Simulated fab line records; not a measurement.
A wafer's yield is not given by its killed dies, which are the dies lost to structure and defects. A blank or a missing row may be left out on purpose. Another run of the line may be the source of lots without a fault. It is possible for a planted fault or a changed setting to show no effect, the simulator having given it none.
Matching of chambers ; flow gf180mcu ; 4 sister chambers for GF_POLY_GATE_ETCH_12 on rie_diel-01
The step etches BARC in N2/H2. 14 wafers are shown with their chamber, then 7 later ones without.

## WAFERS PAIRED WITH THEIR CHAMBERS
wafer;chamber;drypump_motor_current_A (A);throttle_valve_pct (%);oes_product_au (a.u.)
L079.2;0;4.8;13.220;0.729
L079.5;0;4.8;13.222;0.732
L079.6;3;5.4;13.201;0.739
L080.1;0;4.7;13.209;0.744
L080.3;3;5.4;13.209;0.738
L080.4;2;5.7;13.219;0.735
L083.1;1;5.9;13.215;0.740
L083.2;2;5.7;13.217;0.743
L083.4;0;4.8;13.203;0.738
L086.1;0;4.8;13.223;0.734
L086.2;3;5.4;13.212;0.743
L086.6;0;4.8;13.207;0.732
L089.3;1;5.9;13.209;0.737
L089.4;2;5.7;13.211;0.737

SIGNATURES, as means of the wafers listed above
reading;chamber 0;chamber 1;chamber 2;chamber 3;scatter within a chamber
drypump_motor_current_A;4.783;5.900;5.700;5.400;0.0289
throttle_valve_pct;13.21400;13.21200;13.21567;13.20733;0.00702
oes_product_au;0.73483;0.73850;0.73833;0.74000;0.00445
Rule: a wafer lies at a distance from a chamber equal to the root of the sum of squares, over the readings, of (its reading less the chamber's mean, divided by the reading's scatter). The wafer belongs to the nearest chamber; if the next one is less than 2 further off, it can't be placed. The scatter is the square root of a quotient: the sum, over the shown wafers, of each reading's squared deviation from its chamber's mean, divided by wafers minus chambers.

## WAFERS WITHOUT THEIR CHAMBER
wafer;drypump_motor_current_A (A);throttle_valve_pct (%);oes_product_au (a.u.)
L089.5;5.7;13.214;0.743
L094.2;5.4;13.205;0.733
L094.3;5.7;13.232;0.730
L094.6;4.8;13.222;0.748
L096.2;4.8;13.210;0.736
L096.3;5.4;13.218;0.735
L096.6;5.4;13.209;0.742

## WHICH CHAMBER EACH ONE RAN IN
wafer;from the rows above;in truth
L089.5;2;2
L094.2;3;3
L094.3;2;2
L094.6;0;0
L096.2;0;0
L096.3;3;3
L096.6;3;3
Correct placement for 7 of the 7. From these rows, 0 cannot be placed. Placed wrongly: 0.
